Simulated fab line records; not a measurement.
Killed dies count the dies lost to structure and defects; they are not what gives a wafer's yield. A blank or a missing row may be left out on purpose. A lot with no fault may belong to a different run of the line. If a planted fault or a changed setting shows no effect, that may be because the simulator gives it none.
Split-lot trial -- flow gf180mcu -- on a route of 602 steps: 5 lots, 23 wafers read

== THE SPLIT ==
At GF_TOP_METAL_COAT_09 (resist thk 1500 nm), the setting spinRpm was moved away from the recipe's 3000 rpm on 8 of the 23 wafers read, by -7.2% to +7.0%. This setting was run at the recipe's value on the other wafers.

== FROM THE SPLIT TO THE READING: what the file shows between them, 4 steps ==
- GF_TOP_METAL_SOFTBAKE_10: time 60 s
- GF_TOP_METAL_EXPOSE_11: exposes mask MetalTop, target cd 440 nm
- GF_TOP_METAL_PEB_12
- GF_TOP_METAL_DEVELOP_13: develop time 57.42 s

== THE READING ==
cdNm at GF_TOP_METAL_CD_MEAS_14, given in nm (cd target 440 nm). A value of 442.0 nm with a standard deviation of 2.4 nm is what fault-free wafers of this fab line usually give.

wafer,"tool, chamber at the split","spinRpm as run, rpm",against the recipe,"cdNm, nm",against lot-mates on the recipe
L074.1,"lithoTrack-03, 0",3000,recipe,444.8,-
L074.2,"lithoTrack-03, 0",3000,recipe,445.2,-
L074.3,"lithoTrack-03, 0",3000,recipe,445.5,-
L078.1,"lithoTrack-04, 0",3000,recipe,436.9,-
L078.2,"lithoTrack-04, 0",3000,recipe,438.4,-
L078.3,"lithoTrack-04, 0",2783,-7.2%,443.0,+5.6
L078.4,"lithoTrack-04, 0",3000,recipe,436.9,-
L078.6,"lithoTrack-04, 0",2783,-7.2%,440.4,+3.0
L081.1,"lithoTrack-02, 0",3000,recipe,442.1,-
L081.3,"lithoTrack-02, 0",2850,-5.0%,446.7,+4.9
L081.4,"lithoTrack-02, 0",3000,recipe,442.2,-
L081.5,"lithoTrack-02, 0",3000,recipe,441.2,-
L081.6,"lithoTrack-02, 0",2850,-5.0%,444.0,+2.2
L082.1,"lithoTrack-04, 0",3000,recipe,442.1,-
L082.3,"lithoTrack-04, 0",3000,recipe,444.7,-
L082.4,"lithoTrack-04, 0",3000,recipe,445.1,-
L082.5,"lithoTrack-04, 0",3114,+3.8%,440.5,-3.5
L082.6,"lithoTrack-04, 0",3114,+3.8%,439.4,-4.6
L085.1,"lithoTrack-02, 0",3211,+7.0%,439.4,-4.4
L085.2,"lithoTrack-02, 0",3000,recipe,442.7,-
L085.3,"lithoTrack-02, 0",3211,+7.0%,438.0,-5.8
L085.4,"lithoTrack-02, 0",3000,recipe,446.0,-
L085.6,"lithoTrack-02, 0",3000,recipe,442.6,-

THE FIT
A straight line over all 23 wafers: cdNm changes by -0.322 nm for each +1% of spinRpm; r = -0.39; the points scatter about the line by 2.8 nm.
The same after taking each lot's own level away (the mean of its wafers on the recipe; 23 wafers): -0.707 nm for each +1%; r = -0.91; scatter 1.1 nm.
On that fit, the largest move of spinRpm shifts the reading by 5.1 nm.
From 437.40 to 445.17 nm: that is the span of the lots' own levels, equal to 3.2 times the standard deviation above.
So the lot-to-lot level blurs the effect unless lot-mates are compared.
Check: with one of the wafers moved furthest among these (-7.2%) left out of the fit, the line predicts +4.72 nm for it against its lot-mates. Against them it came out at +5.6 nm.

== OTHER SPLITS ON THESE WAFERS ==
Other splits were also applied to these wafers ahead of the reading. Each is held against what the fit with the lots' levels taken away leaves over:
other split on the same wafers,wafers away from the commonest value,r with cdNm (lot level and that fit taken away)
GF_V4_CMP_04 leaveAboveRefNm,7,-0.13
GF_V4_COAT_09 resistThkNm,7,-0.23
GF_V4_ETCH_17 biasW,5,+0.08
GF_MIM_SPUTTER_03 timeS,9,+0.09
GF_MIM_SPUTTER_04 powerW,6,-0.27
GF_M5_PEB_05 pebTimeS,8,-0.22
GF_TOP_METAL_SPUTTER_02 timeS,5,+0.12

== THE WHOLE CHAIN: every reading that the file lists as answering this split, in the file's order ==
step,what it does,reading,change (the file's fit),r (the file's)
GF_TOP_METAL_COAT_09,resist thk 1500 nm,"NOVOLAK_of_TOP_METAL_COAT_09.thkNm (the simulator's own value, which no gauge read)",-7.8 nm for each +1% of the setting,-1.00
GF_TOP_METAL_DEVELOP_13,develop time 57.42 s,"TOP_METAL.cdNm (the simulator's own value, which no gauge read)",-0.716 nm for each +1% of the setting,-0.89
GF_TOP_METAL_CD_MEAS_14,target cd 440 nm,cdNm,-0.703 nm for each +1% of the setting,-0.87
GF_TOP_METAL_METAL_ETCH_16,"etches the open film in Cl2/BCl3, stops on SiO2, target depth 1077.5 nm, time 179.6 s","NOVOLAK_of_TOP_METAL_COAT_09.thkNm (the simulator's own value, which no gauge read)",-7.56 nm for each +1% of the setting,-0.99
GF_TOP_METAL_STRIP_17,strips in O2/N2,stripTimeToEndpointS,withheld for each +1% of the setting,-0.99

== FILE'S OWN FIT ==
cdNm changes by -0.703 nm for each +1% of spinRpm, r = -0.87.
